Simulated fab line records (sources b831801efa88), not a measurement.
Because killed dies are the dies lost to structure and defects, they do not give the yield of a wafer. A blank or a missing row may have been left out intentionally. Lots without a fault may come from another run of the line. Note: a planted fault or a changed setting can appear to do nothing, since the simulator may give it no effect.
Matching of chambers | flow gf180mcu | GF_HV_LDD_ETCHBACK_58 on rie diel-01 has 4 sister chambers
The step etches Si3N4 in CH3F/O2, stops on SiO2, time 100 s, target depth 90 nm. 14 wafers are shown with their chamber, then 7 later ones without.

WAFERS, EACH WITH ITS CHAMBER
wafer  | chamber | ch3f flow sccm (sccm) | throttle valve pct (%) | bias w (W)
L491.2 | 0       | 40.13                 | 10.561                 | 79.57
L491.4 | 2       | 39.80                 | 10.552                 | 80.15
L491.5 | 3       | 39.96                 | 10.561                 | 79.89
L494.1 | 3       | 40.11                 | 10.562                 | 80.36
L494.3 | 0       | 39.93                 | 10.560                 | 79.66
L494.4 | 1       | 40.03                 | 10.566                 | 80.03
L495.2 | 3       | 40.01                 | 10.556                 | 79.90
L495.3 | 1       | 39.84                 | 10.555                 | 80.38
L495.5 | 0       | 39.91                 | 10.571                 | 80.36
L496.2 | 3       | 39.95                 | 10.557                 | 80.07
L496.4 | 1       | 39.87                 | 10.567                 | 79.73
L496.6 | 0       | 39.94                 | 10.565                 | 79.74
L497.1 | 1       | 39.99                 | 10.553                 | 79.74
L497.4 | 2       | 39.76                 | 10.553                 | 80.15

SIGNATURES, as means of the wafers listed above
reading            | chamber 0 | chamber 1 | chamber 2 | chamber 3 | scatter within a chamber
ch3f flow sccm     | 39.9775   | 39.9325   | 39.7800   | 40.0075   | 0.0858
throttle valve pct | 10.56425  | 10.56025  | 10.55250  | 10.55900  | 0.0051
bias w             | 79.8325   | 79.9700   | 80.1500   | 80.0550   | 0.285
Rule: for each reading, subtract the chamber's mean from the wafer's reading, divide by that reading's scatter and square the result; add these up over the readings and take the root, which gives the wafer's distance from the chamber. The wafer belongs to the nearest chamber; if the next one is less than 2 further off, it can't be placed. The scatter is the square root of a quotient: the sum, over the shown wafers, of each reading's squared deviation from its chamber's mean, divided by wafers minus chambers.

WAFERS WITH NO CHAMBER GIVEN
wafer  | ch3f flow sccm (sccm) | throttle valve pct (%) | bias w (W)
L497.6 | 39.97                 | 10.570                 | 79.93
L502.1 | 39.97                 | 10.561                 | 79.41
L502.4 | 40.11                 | 10.553                 | 79.94
L502.6 | 40.03                 | 10.559                 | 79.37
L512.1 | 39.89                 | 10.587                 | 79.97
L512.5 | 39.99                 | 10.567                 | 79.90
L512.6 | 40.21                 | 10.551                 | 79.96

WHICH CHAMBER EACH WENT THROUGH
wafer  | from the rows above          | in truth
L497.6 | can't be placed: 0 or 1 or 3 | 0
L502.1 | can't be placed: 0 or 1 or 3 | 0
L502.4 | can't be placed: 3 or 1 or 0 | 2
L502.6 | can't be placed: 0 or 1 or 3 | 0
L512.1 | can't be placed: 0 or 1 or 3 | 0
L512.5 | can't be placed: 0 or 1 or 3 | 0
L512.6 | can't be placed: 3 or 1 or 0 | 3
Correctly placed: 0 of 7. Not placeable from these rows: 7 (in 6, the candidates include the true chamber). Placed wrongly: 0.
